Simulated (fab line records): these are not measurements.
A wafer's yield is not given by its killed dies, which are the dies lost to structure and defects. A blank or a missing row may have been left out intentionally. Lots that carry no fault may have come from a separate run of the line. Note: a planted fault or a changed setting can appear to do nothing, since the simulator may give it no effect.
8D (eight disciplines) problem report, filled in by code    flow gf180mcu    the parts of the form that need people (team, actions taken, sign-off) are left out

## 1. WHAT IS WRONG
At GF_V5_CVD_02, rfFwdPowerW averages 504.8 W over 2 wafers from 2 lots, while fault-free wafers read 597.7 W, standard deviation 2.1. That is -44 standard deviations from the usual mean.
The step: deposits SiO2 from TEOS, target thk 1450 nm, time 163.28 s.
The first sign was on wafer L670.5 at day 31 15:46, on pecvd-04. The record has a number at this step for 36 wafers belonging to 12 lots. The rule behind "out" and "out of limits": a value lying over 4 standard deviations away from the usual mean. Any other wafer with a number is counted as sound.

## 2. WHAT THIS IS AND IS NOT
question                     is                 is not
which readings at this step  rfFwdPowerW        heaterPowerOuterW, heaterPowerW
which lots                   L670, L672         L653, L654, L655, L656, L658, L659, L660, L661, L662, L675
which wafers of those lots   L670.5, L672.1     L670.2, L670.4, L672.2, L672.5
read on which tools          pecvd-04           pecvd-01, pecvd-03
when                         from day 31 15:46  up to then (29 sound wafers); but 5 sound wafers of L672, L675 came after

## 3. SUSPECTS, AND WHAT RULES EACH OUT
Counting: a tool at a process step up to the reading stays a suspect if it ran every lot that is out. Sound lots after the first of them don't rule it out here, since some wafers of a struck lot are sound.
- pvdSputter-04 at GF_MIM_SPUTTER_03 (material Ti, target thk 10 nm, time 6.7 s): kept. It processed each lot that is out (first: L670, day 30 01:31); up to then, its last sound lot is L662 (day 27 23:05).
- pecvd-04 at GF_V5_CVD_02 (deposits SiO2 from TEOS, target thk 1450 nm, time 163.28 s): kept. It processed each lot that is out (first: L670, day 31 15:46); up to then, its last sound lot is L662 (day 29 13:57). Its own readings are out on those wafers: rfFwdPowerW.
- In pecvd-04 at GF_V5_CVD_02, the wafers that are out were processed in chamber 1 and their sound lot-mates in chambers 0, 2.
Remaining after the count are pvdSputter-04 at GF_MIM_SPUTTER_03 and pecvd-04 at GF_V5_CVD_02.

## 4. THE CAUSE (what the simulator had put in)
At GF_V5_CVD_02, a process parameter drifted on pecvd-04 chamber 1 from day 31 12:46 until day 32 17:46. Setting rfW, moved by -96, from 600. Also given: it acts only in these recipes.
Counting leaves 2 suspects; this tool is one of them.

## 5. THE CHAIN OF EFFECTS, in route order
Each row: a reading whose mean over the struck wafers that have a number lies more than 3 standard deviations from the usual. Scope: only readings with a usual standard deviation given in the record; hours: median across lots of the time from each lot's start at the first step in this table that gives one to its start at this step; sigmas: change in usual standard deviations.
hours  step          reading      usual    on struck wafers  change  sigmas
0      GF_V5_CVD_02  rfFwdPowerW  597.7 W  504.8             -93.0   -44
Process steps it contains:
- GF_V5_CVD_02: deposits SiO2 from TEOS, target thk 1450 nm, time 163.28 s.
Later measuring or inspecting steps at which every struck wafer that the step has a row for has a number for every such reading, and none has moved that far: GF_V5_THK_MEAS_03.

## 6. WHAT WOULD HAVE CAUGHT IT SOONER
3 hours passed between the start of the fault at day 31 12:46 and the first reading out of limits in this record, taken at day 31 15:46.
